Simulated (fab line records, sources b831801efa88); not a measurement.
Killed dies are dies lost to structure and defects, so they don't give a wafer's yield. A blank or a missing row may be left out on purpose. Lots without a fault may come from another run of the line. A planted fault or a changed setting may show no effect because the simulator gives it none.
fab line records | flow sky130
record lots=11 wafers=33 last_day=50
route steps=708 shown VT_ADJUST_LVTN@106 VT_ADJUST_NCORE@129 VT_ADJUST_HVTR@140 PAD_OPEN@708
lots that met no fault: from a run of the same line without faults
start_h: hours from the record's first day to the start of the lot's first wafer shown | wait_h: hours since the lot's step before | " the same as in the row above | L1.1+2: a row that stands for several wafers | - no value, or no start given | * or withheld: withheld | < > ~ a bound
route shown NAME@n: a module of which the file shows steps, and the number in the route of the first | usual: mean/standard deviation of fault-free wafers | same: alike in all rows | chamber/n: place in a boat | sites: the reading at each site | _std_site: their standard deviation | _edge_site: outer sites' mean less inner sites' | radius_mm: how far each site lies from the wafer's centre | mask NAME#n: copy n | behind: the tool/chamber that last shaped the wafer | hold: why the lot was held/for how many hours/how that ended | device: the transistor (n, p or np) that didn't switch | end of line: the same wafers' tests at the end of the route | a step without rows: its recipe alone | killed: dies lost to structure and defects at the first sort, not the wafer's yield | map: a wafer's dies, x killed, . not, _ none there
set.NAME: the setting as run; set.NAME@STEP: as run at that earlier step | model.NAME: the simulator's own value behind a step, which no gauge read
steps of the route over a sample of lots; a table a step, a row a wafer
services: from which hour (start_h, from the record's first day; less than 0 if before it) a tool's chamber was out of use, for how many hours, and why
## steps
# step SKY_VT_ADJUST_LVTN_STRIP_09
# recipe chemistry=O2/N2 power_w=1400 pressure_mtorr=1500 platen_temp_c=withheld o2_flow_sccm=3000 n2_flow_sccm=300 overash_fraction=0.5
# usual drypump_motor_current_A=6.0/0.59 n2_flow_sccm=300.2/0.89 oes_product_au=0.722/0.0046 strip_time_to_endpoint_s=36.96/0.09
# columns lot.wafer tool chamber start_h wait_h drypump_motor_current_A n2_flow_sccm oes_product_au rf_hours_counter_h strip_time_to_endpoint_s
L561.3 plasma_asher-01 1 143.17 0.1 6.5 299.9 0.731 - 37.00
L561.5 " 0 " " 5.8 300.5 0.722 - 36.89
L561.6 " 1 " " 6.5 300.4 0.723 - 36.92
L567.3 plasma_asher-03 0 178.04 0.1 6.6 299.6 0.713 - 37.02
L567.4 " 1 " " 5.5 300.4 0.710 - 36.78
L567.6 " 1 " " 5.5 301.0 0.729 - 36.80
L569.1 plasma_asher-02 0 193.86 0.1 5.2 300.1 0.723 52 37.12
L569.2 " 1 " " 6.5 301.4 0.725 52 37.06
L569.4 " 0 " " 5.2 299.8 0.719 - 37.07
L572.2 plasma_asher-03 1 214.16 0.1 5.5 301.2 0.723 38 36.98
L572.4 " 1 " " 5.5 300.5 0.718 - 37.05
L572.5 " 1 " " 5.5 301.8 0.726 - 37.05
L573.1 plasma_asher-03 0 220.49 0.1 6.6 299.6 0.723 39 36.97
L573.3 " 1 " " 5.4 299.0 0.716 - 36.90
L573.5 " 1 " " 5.5 299.5 0.725 - 36.89
L574.1 plasma_asher-03 0 226.62 0.1 6.7 299.4 0.727 39 36.96
L574.3 " 0 " " 6.7 299.9 0.722 - 36.95
L574.4 " 1 " " 5.5 298.6 0.720 - 36.89
L575.1 plasma_asher-03 0 229.64 0.1 6.7 299.9 0.721 40 37.05
L575.4 " 1 " " 5.5 300.5 0.724 - 37.07
L575.5 " 0 " " 6.7 299.3 0.721 - 37.10
L578.4 plasma_asher-01 1 257.59 0.1 6.5 299.7 0.717 - 36.99
L578.5 " 1 " " 6.5 299.3 0.716 - 36.95
L578.6 " 0 " " 5.8 300.3 0.719 - 36.99
L583.1 plasma_asher-01 0 302.79 0.1 5.8 300.3 0.717 62 36.98
L583.2 " 1 " " 6.5 301.0 0.721 62 37.04
L583.4 " 0 " " 5.8 300.2 0.720 - 37.07
L581.1 plasma_asher-02 1 304.07 0.1 6.6 299.7 0.719 63 37.00
L581.3 " 1 " " 6.5 301.5 0.723 - 36.90
L581.6 " 1 " " 6.5 300.4 0.719 - 36.95
L579.2 plasma_asher-02 0 305.61 0.1 5.2 301.2 0.723 63 36.92
L579.5 " 1 " " 6.5 298.8 0.723 - 37.03
L579.6 " 0 " " 5.2 300.1 0.729 - 36.95
# step SKY_VT_ADJUST_LVTN_TW_MEAS_10
# usual VT_ADJUST_LVTN_TW=241.4/1.6
# columns lot.wafer tool chamber start_h wait_h VT_ADJUST_LVTN_TW
L561.3 film_metro-04 - 143.26 0.1 242.5
L561.5 " - " " 244.0
L561.6 " - " " 242.8
L567.3 film_metro-04 - 178.13 0.1 243.7
L567.4 " - " " 242.7
L567.6 " - " " 244.5
L569.1 film_metro-04 - 193.96 0.1 243.7
L569.2 " - " " 242.0
L569.4 " - " " 242.5
L572.2 film_metro-01 - 214.27 0.1 242.6
L572.4 " - " " 242.2
L572.5 " - " " 243.4
L573.1 film_metro-04 - 220.59 0.1 241.6
L573.3 " - " " 240.4
L573.5 " - " " 242.5
L574.1 film_metro-01 - 226.72 0.1 241.5
L574.3 " - " " 241.0
L574.4 " - " " 239.8
L575.1 film_metro-04 - 229.74 0.1 242.6
L575.4 " - " " 241.0
L575.5 " - " " 242.9
L578.4 film_metro-01 - 257.69 0.1 239.8
L578.5 " - " " 239.1
L578.6 " - " " 240.1
L583.1 film_metro-01 - 302.89 0.1 239.8
L583.2 " - " " 240.1
L583.4 " - " " 239.3
L581.1 film_metro-04 - 304.17 0.1 243.2
L581.3 " - " " 241.9
L581.6 " - " " 242.1
L579.2 film_metro-01 - 305.72 0.1 240.7
L579.5 " - " " 239.4
L579.6 " - " " 239.5
# step SKY_VT_ADJUST_NCORE_STRIP_10
# recipe chemistry=O2/N2 power_w=1400 pressure_mtorr=1500 platen_temp_c=withheld o2_flow_sccm=3000 n2_flow_sccm=300 overash_fraction=0.5
# usual drypump_motor_current_A=6.0/0.56 n2_flow_sccm=300.0/0.87 oes_product_au=0.716/0.0046 strip_time_to_endpoint_s=14.19/0.037
# columns lot.wafer tool chamber start_h wait_h drypump_motor_current_A n2_flow_sccm oes_product_au rf_hours_counter_h strip_time_to_endpoint_s
L561.3 plasma_asher-03 1 184.49 0.1 5.5 301.4 0.714 - 14.16
L561.5 " 0 " " 6.7 300.5 0.722 - 14.20
L561.6 " 1 " " 5.5 299.5 0.724 - 14.20
L567.3 plasma_asher-01 0 220.42 0.1 5.8 298.9 0.716 - 14.23
L567.4 " 1 " " 6.5 298.6 0.719 - 14.30
L567.6 " 1 " " 6.5 299.9 0.713 - 14.25
L569.1 plasma_asher-03 1 238.64 0.1 5.5 302.4 0.718 41 14.24
L569.2 " 0 " " 6.7 300.6 0.707 41 14.24
L569.4 " 1 " " 5.5 301.4 0.721 - 14.22
L572.2 plasma_asher-04 0 261.54 0.1 6.5 300.0 0.709 14 14.28
L572.4 " 1 " " 5.4 300.5 0.713 - 14.27
L572.5 " 1 " " 5.4 298.4 0.718 - 14.21
L573.1 plasma_asher-03 1 266.59 0.1 5.4 300.7 0.708 43 14.24
L573.3 " 1 " " 5.4 300.2 0.711 - 14.20
L573.5 " 0 " " 6.7 300.0 0.714 - 14.19
L574.1 plasma_asher-03 0 274.89 0.1 6.6 299.6 0.717 44 14.15
L574.3 " 0 " " 6.6 300.2 0.706 - 14.18
L574.4 " 1 " " 5.5 299.6 0.716 - 14.17
L575.1 plasma_asher-03 0 276.74 0.1 6.7 298.6 0.724 44 14.18
L575.4 " 0 " " 6.6 298.4 0.713 - 14.16
L575.5 " 1 " " 5.5 299.8 0.713 - 14.19
L578.4 plasma_asher-04 0 306.88 0.1 6.5 300.3 0.715 - 14.21
L578.5 " 1 " " 5.4 299.7 0.711 - 14.24
L578.6 " 0 " " 6.5 299.0 0.714 - 14.17
L583.1 plasma_asher-03 1 355.49 0.1 5.5 300.1 0.711 52 14.16
L583.2 " 0 " " 6.7 299.4 0.717 52 14.15
L583.4 " 1 " " 5.5 300.1 0.722 - 14.16
L581.1 plasma_asher-03 1 357.76 0.1 5.5 301.2 0.710 53 14.16
L581.3 " 1 " " 5.5 300.8 0.714 - 14.16
L581.6 " 0 " " 6.6 300.1 0.718 - 14.16
L579.2 plasma_asher-04 1 359.09 0.1 5.4 300.4 0.710 23 14.19
L579.5 " 1 " " 5.4 299.8 0.713 - 14.18
L579.6 " 0 " " 6.5 299.8 0.713 - 14.21
# step SKY_VT_ADJUST_HVTR_IMPLANT_09
# recipe species=B energy_kev=10 dose_cm2=2.1e+12 tilt_deg=withheld
# usual beam_on_s=10.03/0.2 end_station_pressure_torr=4.99e-06/2.6e-07 faraday_current_uA=11.81/0.24
# columns lot.wafer tool chamber start_h wait_h beam_on_s end_station_pressure_torr faraday_current_uA
L561.3 implanter-01 0 205.08 0.1 10.20 5.1e-06 11.58
L561.5 " 0 " " 10.24 4.82e-06 11.56
L561.6 " 0 " " 10.18 4.66e-06 11.64
L567.3 implanter-01 0 243.19 0.1 10.60 7.161e-05 10.77
L567.4 " 0 " " 10.53 6.974e-05 10.86
L567.6 " 0 " " 11.08 6.805e-05 10.32
L569.1 implanter-01 0 261.83 0.0 10.79 6.849e-05 10.62
L569.2 " 0 " " 10.77 7.136e-05 10.67
L569.4 " 0 " " 11.02 6.502e-05 10.39
L572.2 implanter-03 0 285.82 0.0 10.15 5.38e-06 11.70
L572.4 " 0 " " 9.90 5.22e-06 11.97
L572.5 " 0 " " 10.02 4.98e-06 11.83
L573.1 implanter-03 0 291.39 0.0 9.78 4.67e-06 12.11
L573.3 " 0 " " 9.69 5.34e-06 12.22
L573.5 " 0 " " 10.26 4.8e-06 11.64
L574.1 implanter-04 0 300.11 0.4 10.07 5.23e-06 11.74
L574.3 " 0 " " 9.70 5.07e-06 12.17
L574.4 " 0 " " 9.97 5.3e-06 11.91
L575.1 implanter-03 0 302.18 0.0 9.73 4.88e-06 12.15
L575.4 " 0 " " 9.92 5.18e-06 12.02
L575.5 " 0 " " 10.12 4.76e-06 11.64
L578.4 implanter-01 0 332.97 0.1 10.02 5.02e-06 11.87
L578.5 " 0 " " 9.80 5.07e-06 12.04
L578.6 " 0 " " 10.09 4.82e-06 11.77
L583.1 implanter-01 0 383.29 0.0 9.56 5.01e-06 12.34
L583.2 " 0 " " 10.26 4.6e-06 11.58
L583.4 " 0 " " 9.89 4.48e-06 12.01
L581.1 implanter-01 0 385.14 0.0 9.77 5.18e-06 12.07
L581.3 " 0 " " 9.70 4.99e-06 12.18
L581.6 " 0 " " 10.30 4.99e-06 11.48
L579.2 implanter-01 0 386.90 0.0 10.23 5.42e-06 11.53
L579.5 " 0 " " 9.87 4.91e-06 11.96
L579.6 " 0 " " 9.80 4.94e-06 12.01
# step SKY_VT_ADJUST_HVTR_TW_MEAS_11
# usual VT_ADJUST_HVTR_TW=209.8/1.2
# columns lot.wafer tool chamber start_h wait_h VT_ADJUST_HVTR_TW
L561.3 film_metro-03 - 205.30 0.1 210.4
L561.5 " - " " 210.6
L561.6 " - " " 211.3
L567.3 film_metro-01 - 243.41 0.1 213.7
L567.4 " - " " 214.1
L567.6 " - " " 214.0
L569.1 film_metro-03 - 262.08 0.1 212.6
L569.2 " - " " 213.6
L569.4 " - " " 213.4
L572.2 film_metro-03 - 286.05 0.1 209.3
L572.4 " - " " 209.9
L572.5 " - " " 209.9
L573.1 film_metro-03 - 291.64 0.1 209.7
L573.3 " - " " 209.1
L573.5 " - " " 209.3
L574.1 film_metro-03 - 300.40 0.1 209.8
L574.3 " - " " 210.1
L574.4 " - " " 210.0
L575.1 film_metro-01 - 302.47 0.1 210.2
L575.4 " - " " 210.4
L575.5 " - " " 209.9
L578.4 film_metro-01 - 333.17 0.1 210.6
L578.5 " - " " 210.8
L578.6 " - " " 209.8
L583.1 film_metro-01 - 383.54 0.1 209.7
L583.2 " - " " 210.9
L583.4 " - " " 209.5
L581.1 film_metro-01 - 385.39 0.1 209.7
L581.3 " - " " 209.1
L581.6 " - " " 208.4
L579.2 film_metro-03 - 387.14 0.1 209.3
L579.5 " - " " 209.5
L579.6 " - " " 209.9
# step SKY_PAD_OPEN_PROBE_99
# usual killed_at_M0_to_M3=43/6.8 killed_at_M4_up=3.2/1.9 killed_at_contacts=24/5 killed_at_front_end=16/4.9 killed_at_other=0.4/0.76 killed_dies=87/10 killed_on_rim=17/3.9 killed_open=47/7.3 killed_short=39/6.2
# same gross_dies=492 killed_at_back_side=0
# columns lot.wafer tool chamber start_h wait_h killed_at_M0_to_M3 killed_at_M4_up killed_at_contacts killed_at_front_end killed_at_other killed_dies killed_on_rim killed_open killed_short
L572.2 prober-02 - 1141.17 0.1 49 3 29 13 4 98 15 57 37
L572.4 prober-02 - 1141.27 0.2 48 4 18 19 0 89 27 50 39
L572.5 prober-02 - 1141.32 0.2 38 1 37 24 0 100 22 54 45
L573.1 prober-01 - 1142.20 0.1 49 4 36 2 0 91 17 49 42
L573.3 prober-01 - 1142.30 0.2 34 4 26 18 1 83 14 39 44
L573.5 prober-01 - 1142.40 0.2 48 3 27 14 0 92 21 52 40
L574.1 prober-02 - 1151.41 0.1 40 2 32 15 0 89 12 50 39
L574.3 prober-02 - 1151.51 0.2 51 6 20 10 2 89 20 43 46
L574.4 prober-02 - 1151.56 0.2 49 3 21 15 0 88 21 45 43
L578.4 prober-02 - 1176.35 0.2 60 1 23 31 0 115 24 63 52
L579.2 prober-02 - 1204.61 0.1 40 0 22 16 0 78 21 47 31
L579.5 prober-02 - 1204.76 0.2 48 5 18 16 2 89 11 52 37
L579.6 prober-02 - 1204.81 0.2 51 2 24 12 0 89 15 53 36
# killed by level:class
L572.2 CONTACT:geometric_particle:open=15 VIA1:geometric_particle:open=14 VIA3:geometric_particle:open=9 METAL1:geometric_particle:short=6 LI_CONTACT:geometric_particle:open=5 FIELD_ISO:geometric_particle:open=4 LOCAL_INTERCONNECT:geometric_particle:short=4 VIA1:geometric_particle:short=4
L572.4 METAL1:geometric_particle:short=9 VIA2:geometric_particle:open=8 VIA1:geometric_particle:open=7 CONTACT:geometric_particle:open=7 FIELD_ISO:geometric_particle:open=6 POLY_GATE:geometric_particle:open=6 FIELD_ISO:geometric_particle:short=5 LI_CONTACT:geometric_particle:open=5
L572.5 CONTACT:geometric_particle:open=13 CONTACT:geometric_particle:short=9 VIA1:geometric_particle:open=9 POLY_GATE:geometric_particle:short=8 VIA2:geometric_particle:open=7 POLY_GATE:geometric_particle:open=6 METAL1:geometric_particle:short=6 VIA3:geometric_particle:open=6
L573.1 CONTACT:geometric_particle:open=13 VIA1:geometric_particle:open=11 VIA3:geometric_particle:open=9 CONTACT:geometric_particle:short=9 LOCAL_INTERCONNECT:geometric_particle:short=7 METAL1:geometric_particle:short=5 LI_CONTACT:geometric_particle:open=4 METAL2:geometric_particle:open=4
L573.3 LI_CONTACT:geometric_particle:open=8 CONTACT:geometric_particle:open=8 CONTACT:geometric_particle:short=6 VIA2:geometric_particle:open=5 METAL1:geometric_particle:short=5 VIA1:geometric_particle:open=5 FIELD_ISO:geometric_particle:short=4 POLY_GATE:geometric_particle:short=4
L573.5 VIA1:geometric_particle:open=13 CONTACT:geometric_particle:open=12 LI_CONTACT:geometric_particle:open=8 VIA3:geometric_particle:open=8 VIA2:geometric_particle:open=7 VIA1:geometric_particle:short=6 METAL2:geometric_particle:short=6 FIELD_ISO:geometric_particle:short=5
L574.1 VIA1:geometric_particle:open=10 CONTACT:geometric_particle:open=8 LI_CONTACT:geometric_particle:open=7 VIA3:geometric_particle:open=7 LI_CONTACT:geometric_particle:short=6 FIELD_ISO:geometric_particle:short=5 POLY_GATE:geometric_particle:open=5 LOCAL_INTERCONNECT:geometric_particle:short=5
L574.3 VIA1:geometric_particle:open=11 METAL1:geometric_particle:short=8 VIA1:geometric_particle:short=7 LI_CONTACT:geometric_particle:open=6 CONTACT:geometric_particle:open=6 METAL2:geometric_particle:short=6 LOCAL_INTERCONNECT:geometric_particle:short=4 METAL1:geometric_particle:open=4
L574.4 VIA1:geometric_particle:open=9 METAL2:geometric_particle:short=7 CONTACT:geometric_particle:open=7 VIA2:geometric_particle:open=7 VIA1:geometric_particle:short=6 VIA3:geometric_particle:open=5 LI_CONTACT:geometric_particle:open=5 CONTACT:geometric_particle:short=5
L578.4 VIA1:geometric_particle:open=12 CONTACT:geometric_particle:open=12 FIELD_ISO:geometric_particle:short=9 POLY_GATE:geometric_particle:open=9 VIA3:geometric_particle:open=8 VIA1:geometric_particle:short=8 VIA2:geometric_particle:open=7 VIA2:geometric_particle:short=6
L579.2 VIA1:geometric_particle:open=11 LI_CONTACT:geometric_particle:open=8 METAL1:geometric_particle:short=7 POLY_GATE:geometric_particle:open=6 VIA3:geometric_particle:open=6 CONTACT:geometric_particle:open=5 VIA2:geometric_particle:open=5 LOCAL_INTERCONNECT:geometric_particle:short=4
L579.5 VIA1:geometric_particle:open=13 CONTACT:geometric_particle:open=10 VIA3:geometric_particle:open=8 METAL2:geometric_particle:short=7 POLY_GATE:geometric_particle:short=6 METAL1:geometric_particle:open=5 VIA1:geometric_particle:short=5 VIA2:geometric_particle:open=4
L579.6 VIA1:geometric_particle:open=10 VIA2:geometric_particle:open=9 METAL1:geometric_particle:short=9 LI_CONTACT:geometric_particle:open=8 VIA3:geometric_particle:open=8 CONTACT:geometric_particle:open=7 METAL2:geometric_particle:short=6 CONTACT:geometric_particle:short=5
## services
# columns tool chamber start_h hours kind
plasma_asher-01 - 157.31 2.8 pm
implanter-01 - 191.10 5.8 pm
implanter-03 - 203.46 10.0 pm
implanter-01 - 205.30 1.2 repair
implanter-01 - 207.41 6.2 repair
implanter-04 - 229.20 0.9 repair
implanter-04 - 258.29 1.9 repair
implanter-01 - 266.23 1.6 repair
implanter-01 - 286.22 20.1 repair
implanter-03 - 296.59 4.3 pm
plasma_asher-01 - 345.93 9.1 repair
plasma_asher-04 - 363.82 0.4 repair
implanter-03 - 376.56 4.1 repair
## key
first_sign step=SKY_VT_ADJUST_HVTR_IMPLANT_09 reading=end_station_pressure_torr direction=up sigmas=99+ usual=4.99e-06 struck=6.905e-05
effect step=SKY_VT_ADJUST_HVTR_IMPLANT_09 reading=faraday_current_uA direction=down sigmas=5 usual=11.81 struck=10.60
effect step=SKY_VT_ADJUST_HVTR_TW_MEAS_11 reading=VT_ADJUST_HVTR_TW direction=up sigmas=3.2 usual=209.8 struck=213.6
met_at SKY_VT_ADJUST_HVTR_IMPLANT_09
struck_lots L567,L569
tester_left_out L567,L569
not_acting_at SKY_VT_ADJUST_LVTN_STRIP_09,SKY_VT_ADJUST_LVTN_TW_MEAS_10,SKY_VT_ADJUST_NCORE_STRIP_10
onset_between 205.08 243.19
fault kind=process_parameter_drift tool=implanter-01 chamber=- onset_h=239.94 steps=SKY_VT_ADJUST_HVTR_IMPLANT_09 channel=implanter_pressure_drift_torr offset=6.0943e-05 shape=step end_h=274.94
fault kind=process_parameter_drift tool=implanter-01 chamber=- onset_h=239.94 steps=SKY_VT_ADJUST_HVTR_IMPLANT_09 channel=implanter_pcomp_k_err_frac offset=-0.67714 shape=step end_h=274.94
# tester_left_out: of these lots the tester's yield and bins aren't shown, on N5 and GAA mostly nor the transistor test; their killed dies are dies lost to structure and defects alone, not to doping, threshold or leakage, so they don't give the yield
